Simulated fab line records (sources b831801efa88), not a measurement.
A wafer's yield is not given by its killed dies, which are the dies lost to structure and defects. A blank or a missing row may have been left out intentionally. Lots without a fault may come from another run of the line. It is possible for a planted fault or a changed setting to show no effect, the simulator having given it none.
One fault through the eyes of 2 desks :: flow sfq_line :: only its own numbers are on each desk; what lay behind them is given at the end

## AT THE TOOL OWNER'S DESK: rie_diel-02
The tool's own readings at SFQ_TRILAYER_C5_BARC_OPEN_VIA_ETCH_210 (etches BARC in O2, target depth 125 nm, time 41.7 s): means of the sampled wafers that have a number, for each lot that ran on this tool. If a lot's mean is further than 4 standard deviations from the usual mean, the lot is out of limits and carries the mark OUT (the distance appears in the brackets).
Columns: A = drypump_motor_current_A at SFQ_TRILAYER_C5_BARC_OPEN_VIA_ETCH_210, usual 5.8 A; B = oes_product_au at SFQ_TRILAYER_C5_BARC_OPEN_VIA_ETCH_210, usual 0.685 a.u.; C = rf_fwd_power_W at SFQ_TRILAYER_C5_BARC_OPEN_VIA_ETCH_210, usual 494.9 W
lot: L905
first seen here: day 66 22:01
A: 5.8
B: 0.682
C: 497.3

lot: L914
first seen here: day 69 12:01
A: 5.7
B: 0.687
C: 296.0 (-99 or more) OUT

lot: L917
first seen here: day 70 07:22
A: 5.8
B: 0.688
C: 294.7 (-99 or more) OUT
This desk's finding: out of limits on L914, L917; first on L914, day 69 12:01 (rf_fwd_power_W at SFQ_TRILAYER_C5_BARC_OPEN_VIA_ETCH_210). In limits: L905.

## AT THE METROLOGY DESK
Means of the sampled wafers that have a number, per lot and without regard to the tool the lot ran on: this is what the gauges read. If a lot's mean is further than 4 standard deviations from the usual mean, the lot is out of limits and carries the mark OUT (the distance appears in the brackets).
Columns: A = I5_OVL at SFQ_I5_OVL_MEAS_936, usual 0 nm; B = C5_OVL at SFQ_C5_OVL_MEAS_937, usual 0 nm
lot: L898
first seen here: day 59 15:05
A: 7
B: -4

lot: L905
first seen here: day 62 10:49
A: -8
B: -11

lot: L908
first seen here: day 64 04:56
A: 3
B: -2

lot: L909
first seen here: day 64 07:20
A: 3
B: -3

lot: L914
first seen here: day 64 20:32
A: 2
B: -2

lot: L917
first seen here: day 66 01:11
A: 5
B: 6
Result from this desk: across the 6 lots, nothing is out of limits.

## BROUGHT TOGETHER
An alarm could have come from the tool owner's desk at day 69 12:01, on L914, L917.
At the metrology desk, nothing out of limits was observed.
The metrology desk has L914, L917 on record, within its limits.
The lots listed all ran SFQ_TRILAYER_C5_BARC_OPEN_VIA_ETCH_210 on rie_diel-02.

## WHAT THE SIMULATOR PUT IN
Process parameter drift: rie_diel-02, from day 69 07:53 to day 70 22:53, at SFQ_TRILAYER_C5_BARC_OPEN_VIA_ETCH_210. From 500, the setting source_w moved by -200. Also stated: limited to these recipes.
Lots struck among those shown: L914, L917.
Time in hours from fault onset to the first out-of-limits reading at each desk: the tool owner's desk, 4.
